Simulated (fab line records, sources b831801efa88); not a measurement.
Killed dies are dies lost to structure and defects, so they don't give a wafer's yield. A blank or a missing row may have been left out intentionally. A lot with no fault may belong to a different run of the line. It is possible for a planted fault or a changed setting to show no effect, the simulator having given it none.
What tool caused it?    flow sky130    13 lots, 39 wafers sampled, at 4 steps of a route of 708

WHAT THE GAUGES READ, wafer by wafer
SKY_VIA3_THK_MEAS_01. Usual: VIA3_HDPCVD_THK gives 1646 nm (standard deviation 20).
lot   measured      on            VIA3_HDPCVD_THK (nm)  flag
L786  day 38 14:04  filmMetro-01  1668 1619 1615        
L787  day 38 14:55  filmMetro-01  1656 1613 1666        
L788  day 39 04:26  filmMetro-03  1644 1603 1654        
L789  day 39 06:28  filmMetro-04  1684 1641 1666        
L792  day 40 10:24  filmMetro-03  1633 1659 1632        
L793  day 40 11:20  filmMetro-01  1683 1642 1683        
L795  day 41 20:18  filmMetro-03  1621 1632 1629        
L794  day 41 21:53  filmMetro-03  1640 1632 1627        
L797  day 41 22:44  filmMetro-01  1624 1660 1653        
L798  day 42 02:08  filmMetro-03  1638 1653 1629        
L799  day 42 08:35  filmMetro-03  1641 1687 1657        
L803  day 43 14:25  filmMetro-03  1668 1664 1638        
L809  day 44 18:23  filmMetro-03  1625 1647 1666        

SKY_VIA3_CD_MEAS_12: the cd target is 200 nm. Usual: cdNm at 200.0 nm, with a standard deviation of 1.6.
lot   measured      on        cdNm (nm)          flag
L786  day 39 15:14  cdSem-02  200.1 200.7 201.5  
L787  day 39 16:29  cdSem-02  199.7 201.4 200.5  
L788  day 40 04:32  cdSem-02  198.5 198.7 197.3  
L789  day 40 07:02  cdSem-01  201.8 201.2 203.2  
L792  day 41 10:47  cdSem-02  199.1 200.1 199.7  
L793  day 41 12:04  cdSem-02  197.0 197.9 197.5  
L795  day 42 19:29  cdSem-02  199.5 198.8 198.8  
L794  day 42 21:35  cdSem-01  200.5 200.2 201.8  
L797  day 42 22:32  cdSem-02  201.5 201.2 201.8  
L798  day 43 02:18  cdSem-02  198.3 198.2 197.9  
L799  day 43 08:11  cdSem-02  200.6 200.1 200.4  
L803  day 44 12:31  cdSem-01  199.6 201.6 201.6  
L809  day 45 16:20  cdSem-02  203.3 202.9 201.0  

SKY_VIA3_THK_MEAS_23: measures by xrf. Usual: VIA3_W_THK gives 376 nm (standard deviation 6.1).
lot   measured      on            VIA3_W_THK (nm)  flag
L786  day 39 16:23  filmMetro-01  379 371 374      
L787  day 39 17:38  filmMetro-01  382 387 384      
L788  day 40 05:41  filmMetro-04  365 366 377      
L789  day 40 08:15  filmMetro-04  369 371 372      
L792  day 41 11:56  filmMetro-04  370 376 376      
L793  day 41 13:13  filmMetro-03  373 381 381      
L795  day 42 20:38  filmMetro-04  372 374 372      
L794  day 42 22:44  filmMetro-04  374 373 372      
L797  day 42 23:41  filmMetro-03  370 378 373      
L798  day 43 03:26  filmMetro-04  369 375 372      
L799  day 43 09:20  filmMetro-01  386 382 379      
L803  day 44 13:45  filmMetro-04  368 370 373      
L809  day 45 17:29  filmMetro-03  375 380 382      

WHAT TOOL EACH LOT RAN ON (gives the tool, then ch and the chambers of the sampled wafers, and finally the start)
lot   SKY_VIA2_CMP_02
L786  cmp-02 ch 2,3, day 35 04:00
L787  cmp-01 ch 1,2, day 35 05:53
L788  cmp-02 ch 0,1,2, day 35 20:14
L789  cmp-02 ch 0,2,3, day 35 21:48
L792  cmp-02 ch 0,2, day 37 02:26
L793  cmp-01 ch 0,2,3, day 37 05:47
L795  cmp-01 ch 0,1,3, day 38 14:24
L794  cmp-02 ch 2,3, day 38 15:02
L797  cmp-01 ch 0,1,3, day 38 16:45
L798  cmp-02 ch 0,3, day 38 21:00
L799  cmp-02 ch 0,2,3, day 39 04:02
L803  cmp-01 ch 0,2,3, day 40 11:53
L809  cmp-01 ch 0,2,3, day 41 17:38
- SKY_VIA2_CMP_02: polishes SiO2.

AS READ BY THE TOOLS THEMSELVES (means over the sampled wafers that have a number; for cases with no such wafer, the mark the record gives instead)
SKY_VIA2_CMP_02. Usual: motorCurrentA 12.6 A, standard deviation 1.7; retainingRingPressureFrac 1.000, standard deviation 0.0049.
lot   tool    motorCurrentA (A)  retainingRingPressureFrac  flag
L786  cmp-02  14.0               1.001                      
L787  cmp-01  13.4               0.999                      
L788  cmp-02  12.4               1.006                      
L789  cmp-02  12.7               0.996                      
L792  cmp-02  11.8               0.998                      
L793  cmp-01  12.2               0.994                      
L795  cmp-01  12.0               1.004                      
L794  cmp-02  14.4               0.999                      
L797  cmp-01  11.7               1.002                      
L798  cmp-02  12.3               1.005                      
L799  cmp-02  12.9               0.999                      
L803  cmp-01  11.7               1.000                      
L809  cmp-01  12.1               1.000                      

THE ANSWER, worked out from the rows above alone
Rule: a lot is off if the mean of its wafers that have a number lies more than 3 standard deviations from the usual mean. Also off: a lot with no number at a reading for which 4 or more lots have one. Where the step has rows for the other lots, those lots are counted as sound. After the gauges, taken in route order, come the tools' own readings; for these a lot's mean is taken, as printed above. At the first step where some lot is off, the reading lying furthest off is the one used; lots without a number count as furthest.
Nothing can be told from this: no lot is off at any reading shown.

WHAT WAS PUT IN BY THE SIMULATOR
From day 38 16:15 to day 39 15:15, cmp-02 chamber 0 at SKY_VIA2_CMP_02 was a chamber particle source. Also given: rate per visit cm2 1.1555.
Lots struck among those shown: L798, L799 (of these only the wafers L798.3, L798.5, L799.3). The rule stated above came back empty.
